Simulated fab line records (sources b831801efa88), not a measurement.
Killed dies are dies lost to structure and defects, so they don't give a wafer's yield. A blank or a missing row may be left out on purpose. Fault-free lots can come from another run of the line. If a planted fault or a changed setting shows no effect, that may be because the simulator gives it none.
2 desks, one fault + flow sfq_line + each desk has only its own numbers; what lay behind them comes last

FROM THE METROLOGY DESK
What the gauges read, lot by lot, whatever tool the lot ran on: means of the sampled wafers that have a number. The brackets show how far a lot's mean lies from the usual mean; more than 4 standard deviations puts the lot out of limits, marked OUT.
Columns: A = M4_NB_RS at SFQ_M4_RS_MEAS_924, usual 0.888 ohm/sq; B = M4_OVL at SFQ_M4_OVL_MEAS_926, usual 0 nm
| lot  | first seen here | A     | B  |
|------|-----------------|-------|----|
| L359 | day 31 10:23    | 0.897 | 0  |
| L360 | day 31 15:42    | 0.878 | -4 |
| L366 | day 40 15:51    | 0.876 | 0  |
| L368 | day 41 02:28    | 0.887 | 6  |
| L369 | day 41 14:31    | 0.881 | -9 |
| L376 | day 44 17:38    | 0.888 | -1 |
| L378 | day 45 08:01    | 0.895 | 0  |
Finding of this desk: none of the 7 lots has anything out of limits.

FOR THE TOOL OWNER'S DESK: rie_metal-04
The tool's own readings at SFQ_TRILAYER_M4_BARC_OPEN_METAL_ETCH_123 (etches BARC in O2, target depth 125 nm, time 41.7 s): means of the sampled wafers that have a number, for each lot that ran on this tool. The brackets show how far a lot's mean lies from the usual mean; more than 4 standard deviations puts the lot out of limits, marked OUT.
Columns: A = drypump_motor_current_A at SFQ_TRILAYER_M4_BARC_OPEN_METAL_ETCH_123, usual 5.51 A; B = oes_product_au at SFQ_TRILAYER_M4_BARC_OPEN_METAL_ETCH_123, usual 0.685 a.u.; C = rf_fwd_power_W at SFQ_TRILAYER_M4_BARC_OPEN_METAL_ETCH_123, usual 594.3 W
| lot  | first seen here | A    | B     | C               |
|------|-----------------|------|-------|-----------------|
| L360 | day 37 00:16    | 5.57 | 0.692 | 595.8           |
| L366 | day 46 23:31    | 5.56 | 0.681 | 659.6 (+25) OUT |
| L368 | day 47 10:19    | 5.58 | 0.681 | 627.4 (+13) OUT |
| L369 | day 47 22:20    | 5.57 | 0.686 | 662.0 (+26) OUT |
Finding of this desk: L366, L368, L369 out of limits; the first was L366 at day 46 23:31, on rf_fwd_power_W at SFQ_TRILAYER_M4_BARC_OPEN_METAL_ETCH_123. In limits: L360.

TAKEN TOGETHER
The tool owner's desk could have raised an alarm at day 46 23:31, on L366, L368, L369.
The metrology desk saw nothing out of limits.
The metrology desk has L366, L368, L369 on record, within its limits.
All the named lots went through SFQ_TRILAYER_M4_BARC_OPEN_METAL_ETCH_123 on rie_metal-04.

WHAT THE SIMULATOR PUT IN
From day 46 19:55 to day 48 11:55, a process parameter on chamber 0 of rie_metal-04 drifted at SFQ_TRILAYER_M4_BARC_OPEN_METAL_ETCH_123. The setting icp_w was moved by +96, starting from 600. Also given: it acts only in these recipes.
Struck lots among those shown: L366, L368, L369.
Hours from the fault's start to each desk's first reading out of limits: the tool owner's desk, 4.
